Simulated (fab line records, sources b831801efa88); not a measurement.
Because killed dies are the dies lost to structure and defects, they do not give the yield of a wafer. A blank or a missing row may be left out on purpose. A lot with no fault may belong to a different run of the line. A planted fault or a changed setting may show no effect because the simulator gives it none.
Code-filled problem report in 8D (eight disciplines) form + flow sky130 + the parts of the form that need people (team, actions taken, sign-off) are left out

1. WHAT WENT WRONG
Across 6 wafers from 2 lots, POLY_GATE_CVD_00_THK at SKY_POLY_GATE_THK_MEAS_01 averages 142.8 nm, while fault-free wafers read 180.6 nm with a standard deviation of 1.6. Relative to the usual mean, that is a shift of -24 standard deviations.
Seen first at day 18 11:55 on film_metro-02, wafer L170.3. Wafers with a number at this step in the record: 30, from 10 lots. Rule for "out", or "out of limits": more than 4 standard deviations from the usual mean. The other wafers with a number count as sound.

2. WHAT IT IS; WHAT IT IS NOT
| question                    | is                     | is not                                                                          |
|-----------------------------|------------------------|---------------------------------------------------------------------------------|
| which readings at this step | POLY_GATE_CVD_00_THK   | -                                                                               |
| which lots                  | L170, L171             | L161, L163, L165, L166, L167, L179, L180, L181                                  |
| which wafers of those lots  | all that have a number | -                                                                               |
| read on which gauges        | film_metro-02          | film_metro-03, film_metro-04                                                    |
| when                        | from day 18 11:55      | up to then (15 sound wafers); but 9 sound wafers of L179, L180, L181 came after |

3. THE SUSPECTS, EACH WITH WHAT RULES IT OUT
Counting: any tool at a process step up to the reading is kept as a suspect provided that every lot that is out went through it and no sound lot did after the first of them.
- the gauge at SKY_POLY_GATE_THK_MEAS_01: ruled out. All the wafers that are out were read on film_metro-02, but those of them that SKY_POLY_GATE_CVD_00 has rows for are out there too, on other tools.
- lpcvd-01 at SKY_POLY_GATE_CVD_00 (deposits poly-Si, target thk 180 nm, time 720 s): ruled out as a lasting fault. Following L170 (day 18 10:41), the first lot on it that is out, the sound lots L179, L180, L181 were run on it.
Left after counting: nothing in the record.

4. THE CAUSE (what the simulator had put in)
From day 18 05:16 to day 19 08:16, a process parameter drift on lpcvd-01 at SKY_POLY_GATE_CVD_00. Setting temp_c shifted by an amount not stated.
The count ruled it out by mistake, since the rule takes a fault to strike every lot its tool runs from the start of the fault on, and this one did not do so.

5. SEQUENCE OF EFFECTS, ordered by route
One row per reading whose mean, taken over the struck wafers that have a number, lies over 3 standard deviations from the usual. Scope: only readings with a usual standard deviation given in the record; hours: median across lots of the time from each lot's start at the first step in this table that gives one to its start at this step; sigmas: change in usual standard deviations.
| hours | step                      | reading              | usual      | on struck wafers | change | sigmas |
|-------|---------------------------|----------------------|------------|------------------|--------|--------|
| 0     | SKY_POLY_GATE_CVD_00      | spike_tc_bottom_C    | 637.6 C    | 628.2            | -9.4   | -4.9   |
| 0     | SKY_POLY_GATE_CVD_00      | spike_tc_centre_C    | 620.4 C    | 610.2            | -10.2  | -8.5   |
| 0     | SKY_POLY_GATE_CVD_00      | spike_tc_lower_C     | 621.3 C    | 611.1            | -10.2  | -9.3   |
| 0     | SKY_POLY_GATE_CVD_00      | spike_tc_top_C       | 638.9 C    | 629.8            | -9.1   | -8.2   |
| 0     | SKY_POLY_GATE_CVD_00      | spike_tc_upper_C     | 619.6 C    | 609.9            | -9.8   | -6.1   |
| 0     | SKY_POLY_GATE_CVD_00      | susceptor_temp_C     | 620.02 C   | 610.34           | -9.68  | -39    |
| 1     | SKY_POLY_GATE_THK_MEAS_01 | POLY_GATE_CVD_00_THK | 180.6 nm   | 142.8            | -37.8  | -24    |
| 65    | SKY_POLY_GATE_ETCH_17     | oes_product_au       | 0.989 a.u. | 0.846            | -0.143 | -24    |
Process steps it contains:
- SKY_POLY_GATE_CVD_00: deposits poly-Si, target thk 180 nm, time 720 s.
- SKY_POLY_GATE_ETCH_17: etches poly-Si in HBr/Cl2, stops on SiO2, target depth 180 nm, time 70.5 s.
Later measuring or inspecting steps at which every struck wafer that the step has a row for has a number for every such reading, and none has moved that far: SKY_CONTACT_BOW_MEAS_05.

6. HOW IT WOULD HAVE BEEN CAUGHT EARLIER
Counted from the fault's start at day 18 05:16, it took 7 hours until the first out-of-limits reading at a measuring or inspecting step in this record, taken at day 18 11:55.
At SKY_POLY_GATE_CVD_00, the tool's own readings (spike_tc_bottom_C, spike_tc_centre_C, spike_tc_lower_C, spike_tc_top_C, spike_tc_upper_C, susceptor_temp_C) were out on each struck wafer the step has a row for, so an alarm limit on them would have fired on the first such wafer.
